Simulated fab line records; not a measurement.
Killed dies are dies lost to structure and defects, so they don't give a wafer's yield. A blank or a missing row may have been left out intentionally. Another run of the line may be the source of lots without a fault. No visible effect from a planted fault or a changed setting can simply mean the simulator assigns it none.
Which tool was responsible? + flow sky130 + 11 lots, 33 wafers sampled, at 2 steps of a route of 708

== WHAT THE GAUGES READ, wafer by wafer ==
SKY_METAL4_OVL_MEAS_14.
| lot  | measured     | on         | METAL4_OVL (nm) |
|------|--------------|------------|-----------------|
| L121 | day 41 22:56 | overlay-01 | 16 9 11         |
| L122 | day 42 06:34 | overlay-01 | 1 0 5           |
| L125 | day 42 22:47 | overlay-01 | -5 -6 -1        |
| L131 | day 44 18:02 | overlay-01 | 7 -8 4          |
| L136 | day 45 23:31 | overlay-01 | -11 -9 -7       |
| L137 | day 46 09:13 | overlay-02 | -5 -3 -1        |
| L138 | day 46 13:22 | overlay-01 | -8 -2 -15       |
| L139 | day 47 03:23 | overlay-01 | 3 -1 -4         |
| L141 | day 47 04:43 | overlay-01 | -5 -11 -4       |
| L142 | day 47 05:20 | overlay-01 | -1 6 4          |
| L144 | day 47 19:13 | overlay-02 | -3 5 4          |

== TOOL THAT RAN EACH LOT (tool first, then ch and the chambers of the sampled wafers, then the start) ==
| lot  | SKY_CAP2M_STRIP_14                   |
|------|--------------------------------------|
| L121 | plasma asher-01 ch 0,1, day 40 22:10 |
| L122 | plasma asher-02 ch 0,1, day 41 06:01 |
| L125 | plasma asher-04 ch 0,1, day 41 23:19 |
| L131 | plasma asher-04 ch 0,1, day 43 18:55 |
| L136 | plasma asher-02 ch 0,1, day 45 01:14 |
| L137 | plasma asher-01 ch 0,1, day 45 10:55 |
| L138 | plasma asher-02 ch 0,1, day 45 15:37 |
| L139 | plasma asher-04 ch 0,1, day 46 05:55 |
| L141 | plasma asher-01 ch 0, day 46 07:31   |
| L142 | plasma asher-02 ch 0,1, day 46 07:49 |
| L144 | plasma asher-02 ch 0,1, day 46 22:31 |
- SKY_CAP2M_STRIP_14: strips in O2/N2.

== WHAT THE TOOLS THEMSELVES READ (means of the sampled wafers that have a number; where no wafer has one, the mark that the record gives instead) ==
SKY_CAP2M_STRIP_14.
| lot  | tool            | drypump motor current A (A) | o2 flow sccm (sccm) | oes product au (a.u.) | strip time to endpoint s (s) |
|------|-----------------|-----------------------------|---------------------|-----------------------|------------------------------|
| L121 | plasma asher-01 | 6.3                         | 2998                | 0.712                 | 12.73                        |
| L122 | plasma asher-02 | 6.0                         | 2987                | 0.708                 | 12.63                        |
| L125 | plasma asher-04 | 5.5                         | 3002                | 0.710                 | 12.71                        |
| L131 | plasma asher-04 | 5.5                         | 2998                | 0.705                 | 12.72                        |
| L136 | plasma asher-02 | 6.0                         | 2995                | 0.708                 | 12.64                        |
| L137 | plasma asher-01 | 6.4                         | 2994                | 0.714                 | 12.65                        |
| L138 | plasma asher-02 | 6.0                         | 2998                | 0.711                 | 12.63                        |
| L139 | plasma asher-04 | 5.8                         | 2997                | 0.708                 | 12.64                        |
| L141 | plasma asher-01 | 6.2                         | 3000                | 0.708                 | 12.60                        |
| L142 | plasma asher-02 | 6.0                         | 3002                | 0.710                 | 12.58                        |
| L144 | plasma asher-02 | 6.0                         | 2998                | 0.709                 | 12.65                        |

== THE ANSWER, worked out from the rows above alone ==
Rule: the lots themselves supply what counts as usual. Put in order of their means at a reading, lots are off if they are a third of the lots or fewer, leave a main group of 4 or more, and stand apart from it by a gap of 3 or more times the standard deviation of the main group's means; of several such gaps the widest counts. The tables above print the reading to a certain number of digits; a main group whose means all agree to those digits is not used. A lot without any number at a reading at which 4 lots or more have one is off too. The other lots that the step has rows for count as sound. Order of review: gauges by route order, followed by the tools' own readings, for which a lot's mean as printed above is used. At the first step where some lot is off, the reading lying furthest off is the one used; lots without a number count as furthest.
No lot is off on any of the readings shown, so nothing can be concluded from this.

== WHAT THE SIMULATOR HAD INSERTED ==
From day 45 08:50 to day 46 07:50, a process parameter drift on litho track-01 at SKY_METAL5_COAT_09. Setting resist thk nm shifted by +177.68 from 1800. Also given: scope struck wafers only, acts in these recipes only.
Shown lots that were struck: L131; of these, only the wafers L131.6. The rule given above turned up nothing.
